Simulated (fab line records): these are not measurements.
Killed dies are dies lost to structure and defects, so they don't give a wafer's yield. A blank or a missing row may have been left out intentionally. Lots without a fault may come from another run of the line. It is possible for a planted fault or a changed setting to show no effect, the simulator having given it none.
Matching of chambers | flow gf180mcu | 3 sister chambers for GF_PASSIVATION_CVD_02 on pecvd-01
The step deposits Si3N4, target thk 700 nm, time 486.18 s. 3 wafers are shown with their chamber, then 12 later ones without.

## WAFERS PAIRED WITH THEIR CHAMBERS
wafer  | chamber | heaterPowerW (W)
L091.6 | 0       | 743
L092.4 | 2       | 609
L092.6 | 1       | 826

## WAFERS WHOSE CHAMBER IS MISSING
wafer  | heaterPowerW (W)
L093.2 | 651
L093.3 | 623
L093.4 | 655
L094.2 | 664
L094.5 | 619
L094.6 | 682
L095.1 | 564
L095.3 | 815
L095.5 | 687
L097.3 | 685
L097.4 | 714
L097.5 | 811

## CHAMBER TAKEN BY EACH
wafer  | from the rows above     | in truth
L093.2 | can't be placed: 2 or 0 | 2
L093.3 | 2                       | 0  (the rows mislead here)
L093.4 | can't be placed: 2 or 0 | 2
L094.2 | can't be placed: 2 or 0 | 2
L094.5 | 2                       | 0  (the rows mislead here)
L094.6 | can't be placed: 0 or 2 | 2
L095.1 | 2                       | 2
L095.3 | can't be placed: 1 or 0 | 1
L095.5 | can't be placed: 0 or 2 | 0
L097.3 | can't be placed: 0 or 2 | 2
L097.4 | can't be placed: 0 or 2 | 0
L097.5 | can't be placed: 1 or 0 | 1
Placed correctly: 1 of 12. Unplaceable from these rows: 9, with the true chamber sitting among the candidates in 9. Wrongly placed: 2.
How it was worked out, from the rows above alone: a wafer's distance from a chamber is the root of the sum, over the readings, of the square of ((its reading less the chamber's mean) divided by the reading's scatter). The wafer belongs to the nearest chamber; if the next one is less than 2 further off, it can't be placed. Each chamber's mean is taken over the wafers shown for it. The scatter: root of mean squared gap, hidden wafer to nearest shown wafer, with one shown wafer a chamber.
